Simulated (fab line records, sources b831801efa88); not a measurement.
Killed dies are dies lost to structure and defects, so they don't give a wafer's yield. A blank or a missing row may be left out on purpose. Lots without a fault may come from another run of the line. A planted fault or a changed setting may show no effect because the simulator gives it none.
fab line records | flow gf180mcu
record lots=13 wafers=39 last_day=34
route steps=602 shown POLY_GATE@169 M1@317 V1@340
lots that met no fault: from a run of the same line without faults
start_h: hours from the record's first day to the start of the lot's first wafer shown | wait_h: hours since the lot's step before | " the same as in the row above | L1.1+2: a row that stands for several wafers | - no value, or no start given | * or withheld: withheld | < > ~ a bound
route shown NAME@n: a module of which the file shows steps, and the number in the route of the first | usual: mean/standard deviation of fault-free wafers | same: alike in all rows | chamber/n: place in a boat | sites: the reading at each site | _std_site: their standard deviation | _edge_site: outer sites' mean less inner sites' | radius_mm: how far each site lies from the wafer's centre | mask NAME#n: copy n | behind: the tool/chamber that last shaped the wafer | hold: why the lot was held/for how many hours/how that ended | device: the transistor (n, p or np) that didn't switch | end of line: the same wafers' tests at the end of the route | a step without rows: its recipe alone | killed: dies lost to structure and defects at the first sort, not the wafer's yield | map: a wafer's dies, x killed, . not, _ none there
set.NAME: the setting as run; set.NAME@STEP: as run at that earlier step | model.NAME: the simulator's own value behind a step, which no gauge read
steps of the route over a sample of lots; a table a step, a row a wafer
services: from which hour (start_h, from the record's first day; less than 0 if before it) a tool's chamber was out of use, for how many hours, and why
## steps
# step GF_POLY_GATE_ETCH_12
# recipe chemistry=N2/H2 target_depth_a=withheld overetch_a=withheld time_s=withheld target=BARC ion_energy_ev=200 source_w=500 bias_w=100 pressure_mtorr=30 n2_flow_sccm=100 h2_flow_sccm=200
# usual drypump_motor_current_A=5.8/0.49 oes_product_au=0.736/0.005 rf_fwd_power_W=495.7/1.8 throttle_valve_pct=13.214/0.0096
# columns lot.wafer tool chamber start_h wait_h drypump_motor_current_A oes_product_au rf_fwd_power_W throttle_valve_pct
L417.1 rie_diel-02 3 214.66 0.0 5.5 0.739 493.3 13.226
L417.4 " 1 " " 5.2 0.740 497.1 13.222
L417.6 " 1 " " 5.2 0.735 495.6 13.224
L419.1 rie_diel-02 1 227.75 0.0 5.2 0.737 494.5 13.207
L419.4 " 2 " " 5.9 0.739 497.0 13.196
L419.6 " 0 " " 6.2 0.729 496.6 13.219
L420.1 rie_diel-04 1 235.32 0.0 6.1 0.728 496.7 13.229
L420.3 " 3 " " 6.6 0.735 496.6 13.225
L420.6 " 1 " " 6.1 0.730 497.8 13.214
L421.1 rie_diel-04 2 240.81 0.0 5.1 0.730 495.9 13.223
L421.2 " 0 " " 5.8 0.740 499.0 13.212
L421.4 " 1 " " 6.1 0.746 497.9 13.202
L422.1 rie_diel-02 2 252.32 0.0 5.8 0.731 494.9 13.221
L422.2 " 1 " " 5.2 0.739 495.2 13.211
L422.4 " 0 " " 6.2 0.738 498.5 13.219
L423.1 rie_diel-04 0 265.82 0.0 5.8 0.735 496.5 13.213
L423.3 " 3 " " 6.6 0.737 495.8 13.224
L423.6 " 1 " " 6.1 0.732 494.0 13.210
L426.2 rie_diel-04 1 269.06 0.0 6.1 0.738 498.1 13.217
L426.4 " 2 " " 5.1 0.739 491.5 13.220
L426.6 " 3 " " 6.6 0.728 496.7 13.210
L428.1 rie_diel-03 1 290.66 0.0 5.8 0.735 492.3 13.223
L428.3 " 3 " " 6.7 0.737 497.3 13.227
L428.5 " 2 " " 5.2 0.732 495.9 13.209
L430.4 rie_diel-03 3 302.32 0.0 6.7 0.736 497.4 13.216
L430.5 " 0 " " 5.9 0.740 495.5 13.218
L430.6 " 3 " " 6.7 0.739 496.5 13.212
L431.1 rie_diel-03 1 310.21 0.0 5.8 0.741 292.8 13.204
L431.2 " 0 " " 5.9 0.727 495.9 13.220
L431.3 " 3 " " 6.8 0.745 493.0 13.219
L435.2 rie_diel-03 0 340.52 0.0 5.9 0.740 494.4 13.223
L435.3 " 1 " " 5.8 0.734 292.2 13.199
L435.6 " 3 " " 6.7 0.741 498.4 13.191
L436.1 rie_diel-04 3 349.19 0.0 6.6 0.731 496.4 13.208
L436.5 " 0 " " 5.8 0.728 494.5 13.224
L436.6 " 3 " " 6.6 0.740 496.0 13.213
L438.3 rie_diel-02 1 363.24 0.0 5.2 0.736 495.0 13.217
L438.4 " 0 " " 6.2 0.733 496.9 13.228
L438.6 " 0 " " 6.2 0.739 497.3 13.236
# step GF_POLY_GATE_CD_MEAS_18
# usual cd_nm=280.2/1.8
# columns lot.wafer tool chamber start_h wait_h cd_nm
L417.1 cd_sem-01 - 216.34 0.1 279.8
L417.4 " - " " 278.3
L417.6 " - " " 279.1
L419.1 cd_sem-02 - 229.32 0.1 279.9
L419.4 " - " " 280.1
L419.6 " - " " 280.0
L420.1 cd_sem-01 - 237.88 0.1 280.2
L420.3 " - " " 282.1
L420.6 " - " " 281.1
L421.1 cd_sem-02 - 242.82 0.1 280.6
L421.2 " - " " 279.0
L421.4 " - " " 280.5
L422.1 cd_sem-01 - 254.41 0.1 275.6
L422.2 " - " " 277.9
L422.4 " - " " 278.6
L423.1 cd_sem-02 - 267.76 0.1 279.0
L423.3 " - " " 282.0
L423.6 " - " " 279.8
L426.2 cd_sem-01 - 270.66 0.1 282.0
L426.4 " - " " 279.7
L426.6 " - " " 281.1
L428.1 cd_sem-02 - 292.23 0.1 280.7
L428.3 " - " " 279.4
L428.5 " - " " 277.7
L430.4 cd_sem-01 - 303.97 0.1 279.5
L430.5 " - " " 279.8
L430.6 " - " " 281.7
L431.1 cd_sem-02 - 313.08 0.1 286.4
L431.2 " - " " 279.3
L431.3 " - " " 282.6
L435.2 cd_sem-01 - 342.55 0.1 277.4
L435.3 " - " " 284.7
L435.6 " - " " 278.8
L436.1 cd_sem-02 - 351.12 0.1 281.0
L436.5 " - " " 280.5
L436.6 " - " " 282.3
L438.3 cd_sem-02 - 365.18 0.1 277.1
L438.4 " - " " 280.1
L438.6 " - " " 280.6
# step GF_M1_SPUTTER_02
# recipe material=AlCu target_thk_nm=450 power_w=10600 time_s=23.9 chamber_pressure_pa=0.4
# usual chamber_pressure_pa=0.4001/0.00086 throttle_valve_pct=30.1/1.3
# columns lot.wafer tool chamber start_h wait_h chamber_pressure_pa throttle_valve_pct
L417.1 pvd_sputter-01 - 390.81 0.0 0.4005 28.9
L417.4 " - " " 0.4008 29.3
L417.6 " - " " 0.3987 29.4
L419.1 pvd_sputter-03 - 405.58 0.0 0.3989 29.7
L419.4 " - " " 0.4004 33.3
L419.6 " - " " 0.3985 30.0
L420.1 pvd_sputter-03 - 416.84 0.0 0.4003 28.8
L420.3 " - " " 0.4008 30.0
L420.6 " - " " 0.4001 29.8
L421.1 pvd_sputter-03 - 422.31 0.0 0.3991 29.2
L421.2 " - " " 0.4003 31.0
L421.4 " - " " 0.3992 33.6
L422.1 pvd_sputter-03 - 436.45 0.0 0.4001 33.3
L422.2 " - " " 0.3999 28.9
L422.4 " - " " 0.4001 31.0
L423.1 pvd_sputter-03 - 459.03 0.0 0.4000 31.1
L423.3 " - " " 0.3993 33.5
L423.6 " - " " 0.4016 29.2
L426.2 pvd_sputter-01 - 462.50 0.0 0.3994 30.3
L426.4 " - " " 0.3999 28.9
L426.6 " - " " 0.3991 30.5
L428.1 pvd_sputter-01 - 485.83 0.0 0.4012 29.2
L428.3 " - " " 0.4015 29.5
L428.5 " - " " 0.4005 29.0
L430.4 pvd_sputter-01 - 498.67 0.0 0.4015 29.8
L430.5 " - " " 0.4006 29.7
L430.6 " - " " 0.4001 30.6
L431.1 pvd_sputter-02 - 509.02 0.0 0.3998 30.0
L431.2 " - " " 0.3987 30.0
L431.3 " - " " 0.4004 29.8
L435.2 pvd_sputter-03 - 541.53 0.0 0.4017 31.2
L435.3 " - " " 0.4010 30.0
L435.6 " - " " 0.4007 31.1
L436.1 pvd_sputter-03 - 548.78 0.0 0.3993 33.6
L436.5 " - " " 0.4004 31.3
L436.6 " - " " 0.4012 28.9
L438.3 pvd_sputter-01 - 564.74 0.0 0.4007 30.6
L438.4 " - " " 0.3981 29.2
L438.6 " - " " 0.3983 29.0
# step GF_M1_OVL_MEAS_15
# usual M1_OVL=-1/5.9
# columns lot.wafer tool chamber start_h wait_h M1_OVL[nm]
L417.1 overlay-02 - 415.02 0.1 -6
L417.4 " - " " 0
L417.6 " - " " 1
L419.1 overlay-01 - 429.16 0.1 -8
L419.4 " - " " -9
L419.6 " - " " -3
L420.1 overlay-01 - 441.71 0.1 12
L420.3 " - " " 3
L420.6 " - " " 0
L421.1 overlay-02 - 447.02 0.1 -4
L421.2 " - " " 4
L421.4 " - " " 12
L422.1 overlay-01 - 461.67 0.1 -5
L422.2 " - " " 6
L422.4 " - " " -2
L423.1 overlay-01 - 483.81 0.1 1
L423.3 " - " " 7
L423.6 " - " " 4
L426.2 overlay-02 - 486.48 0.1 11
L426.4 " - " " 4
L426.6 " - " " 12
L428.1 overlay-02 - 510.57 0.1 -6
L428.3 " - " " -7
L428.5 " - " " -1
L430.4 overlay-02 - 521.69 0.1 6
L430.5 " - " " 4
L430.6 " - " " 1
L431.1 overlay-02 - 532.62 0.1 -1
L431.2 " - " " 2
L431.3 " - " " -1
L435.2 overlay-01 - 564.58 0.1 -9
L435.3 " - " " 1
L435.6 " - " " -9
L436.1 overlay-02 - 571.42 0.1 -6
L436.5 " - " " -6
L436.6 " - " " 7
L438.3 overlay-02 - 587.12 0.1 6
L438.4 " - " " 0
L438.6 " - " " 3
# step GF_V1_BOW_MEAS_05
# recipe mode=bow
# usual V1_BOW=82/7.8
# columns lot.wafer tool chamber start_h wait_h V1_BOW[um]
L417.1 film_metro-02 - 416.41 0.1 85
L417.4 " - " " 76
L417.6 " - " " 84
L419.1 film_metro-02 - 430.70 0.2 93
L419.4 " - " " 73
L419.6 " - " " 101
L420.1 film_metro-01 - 442.97 0.2 80
L420.3 " - " " 75
L420.6 " - " " 92
L421.1 film_metro-02 - 448.35 0.2 79
L421.2 " - " " 71
L421.4 " - " " 99
L422.1 film_metro-02 - 462.93 0.1 97
L422.2 " - " " 101
L422.4 " - " " 94
L423.1 film_metro-01 - 485.32 0.4 91
L423.3 " - " " 83
L423.6 " - " " 87
L426.2 film_metro-01 - 487.80 0.3 70
L426.4 " - " " 85
L426.6 " - " " 86
L428.1 film_metro-02 - 511.97 0.1 67
L428.3 " - " " 85
L428.5 " - " " 85
L430.4 film_metro-03 - 523.23 0.3 90
L430.5 " - " " 94
L430.6 " - " " 77
L431.1 film_metro-02 - 534.05 0.2 74
L431.2 " - " " 79
L431.3 " - " " 79
L435.2 film_metro-01 - 565.88 0.3 76
L435.3 " - " " 78
L435.6 " - " " 63
L436.1 film_metro-01 - 572.72 0.1 88
L436.5 " - " " 80
L436.6 " - " " 72
L438.3 film_metro-02 - 588.50 0.2 75
L438.4 " - " " 65
L438.6 " - " " 83
## services
# columns tool chamber start_h hours kind
rie_diel-03 3 193.90 69.3 repair
rie_diel-03 1 202.11 14.1 repair
rie_diel-03 - 211.00 0.6 repair
rie_diel-03 2 218.05 20.4 repair
rie_diel-02 0 221.84 1.3 repair
rie_diel-02 3 237.93 1.3 repair
rie_diel-03 0 267.03 1.7 repair
rie_diel-03 0 268.78 22.2 repair
rie_diel-04 3 300.50 2.2 repair
rie_diel-03 - 318.11 14.6 pm
rie_diel-02 3 325.48 8.5 repair
pvd_sputter-03 - 332.81 2.4 repair
rie_diel-03 3 342.43 23.6 repair
rie_diel-04 1 369.05 4.5 repair
rie_diel-04 - 385.55 14.6 pm
rie_diel-04 1 402.31 6.4 repair
rie_diel-02 - 406.19 14.6 pm
rie_diel-03 1 410.56 14.7 repair
rie_diel-03 - 431.50 0.3 repair
rie_diel-04 2 446.17 26.3 repair
pvd_sputter-01 - 523.28 27.0 repair
pvd_sputter-03 - 526.60 4.3 repair
rie_diel-04 1 551.56 8.9 repair
pvd_sputter-03 - 556.24 15.3 repair
## key
first_sign step=GF_POLY_GATE_ETCH_12 reading=rf_fwd_power_W direction=down sigmas=99+ usual=495.7 struck=292.5
effect step=GF_POLY_GATE_CD_MEAS_18 reading=cd_nm direction=up sigmas=2.9 usual=280.2 struck=285.6
met_at GF_POLY_GATE_ETCH_12
struck_lots L431,L435
struck_wafers L431.1,L435.3
tester_left_out L431,L435
not_acting_at GF_M1_SPUTTER_02,GF_M1_OVL_MEAS_15,GF_V1_BOW_MEAS_05
onset_between 290.66 310.21
fault kind=process_parameter_drift tool=rie_diel-03 chamber=1 onset_h=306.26 steps=GF_POLY_GATE_ETCH_12 channel=source_w offset=-200 shape=step end_h=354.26 acts_in=these_recipes_only stated=500
# tester_left_out: of these lots the tester's yield and bins aren't shown, on N5 and GAA mostly nor the transistor test; their killed dies are dies lost to structure and defects alone, not to doping, threshold or leakage, so they don't give the yield
